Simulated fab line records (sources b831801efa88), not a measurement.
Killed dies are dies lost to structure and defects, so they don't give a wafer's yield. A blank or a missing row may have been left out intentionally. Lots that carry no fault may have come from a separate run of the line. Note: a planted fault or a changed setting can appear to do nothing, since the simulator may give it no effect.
A struck lot beside a sound one    flow gf180mcu    17 steps out of a route of 602
Sound: these wafers, L884.2, L884.3, L884.4. Struck: wafer L894.5 (left out: L894.4, a lot-mate that was not struck); the cause follows at the end.
Order at every step that has rows: each side's tool, ch and its chambers, its first start. Under that, the readings that differ: sound wafers    struck wafers    difference of the means    sigmas: that difference in standard deviations of wafers without a fault.
alike: a reading whose means differ by less than 2 such deviations, as well as words and numbers matching on both sides. not compared: withheld readings; readings where some wafer has no value; bounds like >300 that might hide an equal value; numbers whose values overlap and for which the record gives no deviation.
Wherever a step has rows on one side only, a row that says differs or no value, or a row with sigmas, the two part there. Numbers that don't overlap but have no deviation are shown without sigmas and don't part them. A reading that every wafer of one side lacks parts them only if that side has two wafers or more.

first, 3 steps without rows for these wafers: GF_V4_EXPOSE_11 (exposes mask Via4, target cd 260 nm); GF_V4_PEB_12 (peb time 90 s); GF_V4_DEVELOP_13 (develop time 60 s).
GF_V4_CD_MEAS_14: target cd 260 nm.
  sound on cd-sem-01, day 25 11:32; struck on cd-sem-01, day 28 15:38
reading     sound              struck  difference  sigmas
cd-nm (nm)  262.0 261.7 261.9  259.0   -2.9        -3
GF_V4_OVL_MEAS_15:
  sound on overlay-02, day 25 11:39; struck on overlay-02, day 28 15:43
  alike: V4_OVL
GF_V4_ETCH_16: etches BARC in N2/H2.
  sound on rie-diel-02 ch 1,2,3, day 25 11:41; struck on rie-diel-02 ch 3, day 28 15:44
  alike: drypump-motor-current-A, oes-product-au, throttle-valve-pct
GF_V4_ETCH_17: etches SiO2 in C4F8/O2/Ar, stops on TiN, target depth 630 nm.
  sound on rie-diel-02 ch 1,2,3; struck on rie-diel-02 ch 3
  alike: oes-product-au
GF_V4_STRIP_18: strips in O2/N2.
  sound on plasma-asher-01 ch 0,1, day 25 11:49; struck on plasma-asher-01 ch 0, day 28 15:53
  alike: drypump-motor-current-A, heater-power-w, oes-product-au, platen-temp-c
  not compared: rf-hours-counter-h
then, 3 steps without rows for these wafers: GF_V4_STRIP_19 (strips in post etch residue remover, time 1200 s); GF_V4_CLEAN_20 (cleans in DIW); GF_V4_SPUTTER_21 (material Ti, target thk 15 nm, time 80.02 s).
GF_V4_SPUTTER_22: material TiN, target thk 10 nm, time 40 s.
  sound on pvd-sputter-01, day 25 12:44; struck on pvd-sputter-03, day 28 16:27
  alike: throttle-valve-pct
GF_V4_CVD_23: deposits W, target thk 350 nm, time 104.9 s.
  sound on cvd-w-02 ch 0,1, day 25 12:47; struck on cvd-w-02 ch 1, day 28 16:32
reading                           sound              struck  difference  sigmas
chamber-pressure-Torr (Torr)      40.12 40.01 40.15  36.22   -3.87       -45
model.W_of_V4_CVD_23.thk-nm (nm)  348.3 354.1 346.3  322.3   -27.3       
  alike: heater-power-w, susceptor-temp-C
GF_V4_RS_MEAS_24: the measuring method here is four-point-probe.
  sound on film-metro-01, day 25 12:55; struck on film-metro-02, day 28 16:43
reading           sound              struck  difference  sigmas
V4_W_RS (ohm/sq)  0.328 0.323 0.330  0.356   +0.029      +8
GF_V4_THK_MEAS_25: measures by xrf.
  sound on film-metro-01, day 25 13:02; struck on film-metro-02, day 28 16:48
reading        sound        struck  difference  sigmas
V4_W_THK (nm)  356 365 356  322     -37         -7
GF_V4_CMP_26: polishes, stops on SiO2, t overpolish 15 s, target thk 0 nm.
  sound on cmp-01 ch 0,1,3, day 25 13:05; struck on cmp-01 ch 3, day 28 16:56
  alike: motor-current-A, platen-rpm
-- the record jumps here: 4 days lie between the struck wafers' starts before and after (it left off in module V4 and takes up again in module PASSIVATION, whose first step shown is number 602 of the route) --
GF_PASSIVATION_PROBE_99:
  record: rows for the struck wafers here (prober-01, day 32 18:10), none for the sound ones

== WHERE THEY PART ==
First at GF_V4_CD_MEAS_14; last, within this record, at GF_PASSIVATION_PROBE_99.

WHY: what had been put in by the simulator
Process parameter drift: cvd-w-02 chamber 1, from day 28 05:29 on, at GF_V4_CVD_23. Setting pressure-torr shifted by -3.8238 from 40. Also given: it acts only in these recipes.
